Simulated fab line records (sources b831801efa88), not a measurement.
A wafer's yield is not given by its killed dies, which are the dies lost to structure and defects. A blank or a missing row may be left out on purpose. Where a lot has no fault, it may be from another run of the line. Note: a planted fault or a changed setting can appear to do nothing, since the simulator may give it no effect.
Check for tools in common -- flow sky130 -- 11 lots and 33 wafers in the sample

== REASON FOR OPENING ==
SKY_PWDE_TW_MEAS_10, reading PWDE_TW: flagged on 2 of 11 lots. Fault-free wafers read 374.3, with a standard deviation of 1.7.
Rule: a lot is flagged when every wafer of it that has a number lies more than 4 standard deviations from that mean, or none has a number. All remaining lots are regarded as sound.

lot,measured,on,"PWDE_TW, wafer by wafer",flag
L566,day 3 23:49,film-metro-03,369.2 368.8 372.0,
L567,day 4 00:56,film-metro-03,374.4 373.3 372.1,
L568,day 4 05:17,film-metro-01,374.6 374.2 372.9,
L569,day 4 16:04,film-metro-01,374.0 374.4 375.3,
L570,day 4 20:58,film-metro-02,372.5 373.7 373.1,
L577,day 6 12:25,film-metro-03,387.7 387.0 385.3,FLAGGED
L579,day 6 21:40,film-metro-01,387.7 388.7 387.9,FLAGGED
L581,day 7 09:16,film-metro-01,374.7 375.6 374.6,
L583,day 7 19:59,film-metro-02,373.6 375.5 375.8,
L584,day 8 02:40,film-metro-02,374.4 372.5 372.6,
L589,day 9 06:07,film-metro-03,373.0 374.4 372.3,
The mean of the flagged lots' numbers is 387.4, +13.1 from the usual (+8 standard deviations).

== TOOL THAT RAN EACH LOT ==
The record holds 1 process step before the reading, out of a route of 708 steps. Cell contents, in order: the tool; ch with the chambers the sampled wafers went through; the start.
lot,flag,SKY_PWDE_IMPLANT_08
L566,,"implanter-03 ch 0, day 3 23:34"
L567,,"implanter-04 ch 0, day 4 00:42"
L568,,"implanter-03 ch 0, day 4 05:04"
L569,,"implanter-02 ch 0, day 4 15:50"
L570,,"implanter-02 ch 0, day 4 20:43"
L577,FLAGGED,"implanter-04 ch 0, day 6 12:12"
L579,FLAGGED,"implanter-04 ch 0, day 6 21:26"
L581,,"implanter-02 ch 0, day 7 09:01"
L583,,"implanter-02 ch 0, day 7 19:46"
L584,,"implanter-03 ch 0, day 8 02:26"
L589,,"implanter-02 ch 0, day 9 05:52"
What these steps do:
- SKY_PWDE_IMPLANT_08
- SKY_PWDE_TW_MEAS_10

== FLAGGED OVER TOTAL, TOOL BY TOOL (the gauges that took the reading come last) ==
step,tool,lots run,flagged,share of the flagged lots,sound lots run after its first flagged lot
SKY_PWDE_IMPLANT_08,implanter-02,5,0,none,-
SKY_PWDE_IMPLANT_08,implanter-03,3,0,none,-
SKY_PWDE_IMPLANT_08,implanter-04,3,2,all,0
SKY_PWDE_TW_MEAS_10,film-metro-01,4,1,some,1 (L581)
SKY_PWDE_TW_MEAS_10,film-metro-02,3,0,none,-
SKY_PWDE_TW_MEAS_10,film-metro-03,4,1,some,1 (L589)

== WHAT IS ALLOWED BY THE TABLE ==
Rows of the table that ran each flagged lot: 1, that is implanter-04 at SKY_PWDE_IMPLANT_08.
- implanter-04 at SKY_PWDE_IMPLANT_08 ran 3 lots, 2 of them flagged. Its last sound lot is L567 (day 4 00:42), its first flagged lot L577 (day 6 12:12): a fault that began between those two fits. Its own readings lie more than 4 standard deviations out on every wafer of the flagged lots: beam-on-s, end-station-pressure-torr, faraday-current-uA.
What remains is a single tool, implanter-04 at SKY_PWDE_IMPLANT_08.

== WHAT THE SIMULATOR PUT IN ==
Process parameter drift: implanter-04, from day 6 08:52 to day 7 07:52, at SKY_PWDE_IMPLANT_08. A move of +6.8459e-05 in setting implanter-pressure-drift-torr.
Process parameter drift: implanter-04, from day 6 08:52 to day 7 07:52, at SKY_PWDE_IMPLANT_08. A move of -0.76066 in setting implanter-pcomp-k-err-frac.
Lots struck among those shown: L577, L579. The same result came from the rule above.
